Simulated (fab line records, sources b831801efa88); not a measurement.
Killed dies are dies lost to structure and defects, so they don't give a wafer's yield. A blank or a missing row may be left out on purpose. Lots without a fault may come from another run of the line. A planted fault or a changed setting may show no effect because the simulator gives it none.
A struck lot beside a sound one | flow gf180mcu | 14 steps out of a route of 602
Sound: wafers L389.2, L389.5, L389.6. Struck: wafers L403.1, L403.5, L403.6. The cause comes at the end.
At each step with rows: each side's tool, then ch and its chambers, then its first start. Under that, the readings that differ: sound wafers | struck wafers | difference of the means | sigmas: that difference in standard deviations of wafers without a fault.
alike: readings whose means differ by less than 2 such deviations, and words and numbers that are the same on both sides. not compared: withheld readings, readings that some wafer has no value for, bounds like >300 that may hide the same value, and numbers for which the record gives no deviation and whose values overlap.
The two part at a step that has a row with sigmas, a row that says differs or no value, or rows on one side only. Numbers that don't overlap but have no deviation are shown without sigmas and don't part them. A reading that every wafer of one side lacks parts them only if that side has two wafers or more.

GF_M2_SPUTTER_00: material Ti, target thk 37.5 nm, time 150 s.
  sound on pvd_sputter-03, day 18 11:25; struck on pvd_sputter-04, day 23 20:07
  alike: throttle_valve_pct
GF_M2_SPUTTER_01: material TiN, target thk 30 nm, time 25 s.
  sound on pvd_sputter-03, day 18 11:31; struck on pvd_sputter-04, day 23 20:13
  alike: throttle_valve_pct
GF_M2_SPUTTER_02: material AlCu, target thk 450 nm, time 23.9 s.
  sound on pvd_sputter-03, day 18 11:32; struck on pvd_sputter-04, day 23 20:14
  alike: throttle_valve_pct
GF_M2_SPUTTER_03: material Ti, target thk 10 nm, time 6.7 s.
  sound on pvd_sputter-03, day 18 11:34; struck on pvd_sputter-04, day 23 20:16
  alike: throttle_valve_pct
GF_M2_SPUTTER_04: material TiN, target thk 50 nm, time 41.7 s.
  sound on pvd_sputter-03, day 18 11:35; struck on pvd_sputter-04, day 23 20:17
  alike: throttle_valve_pct
GF_M2_RS_MEAS_05: measures by four-point-probe.
  sound on film_metro-01, day 18 11:39; struck on film_metro-01, day 23 20:20
  alike: M2_ALCU_RS
GF_M2_THK_MEAS_06: measures by xrf.
  sound on film_metro-01, day 18 11:46; struck on film_metro-01, day 23 20:27
  reading          | sound       | struck      | difference | sigmas
  M2_ALCU_THK (nm) | 467 463 452 | 447 453 445 | -12        | -3
then, 5 steps without rows for these wafers: GF_M2_DEHYDRATE_07 (time 60 s); GF_M2_HMDS_08 (prime time 60 s); GF_M2_COAT_09 (resist thk 1000 nm); GF_M2_SOFTBAKE_10 (time 60 s); GF_M2_EXPOSE_11 (exposes mask Metal2, target cd 280 nm).
GF_M2_PEB_12: peb time 90 s.
  sound on litho_track-03 ch 0, day 19 10:59; struck on litho_track-02, day 24 17:39
  no value came back on the struck wafers for chill_plate_temp_C (C), exhaust_pa (Pa), peb_time_s (s); on the sound wafers chill_plate_temp_C (C) reads 22.92 23.06 23.07
then, 1 step without rows for these wafers: GF_M2_DEVELOP_13 (develop time 60 s).

WHERE THEY PART
First at GF_M2_THK_MEAS_06; last, within this record, at GF_M2_PEB_12.

WHY: what the simulator had put in
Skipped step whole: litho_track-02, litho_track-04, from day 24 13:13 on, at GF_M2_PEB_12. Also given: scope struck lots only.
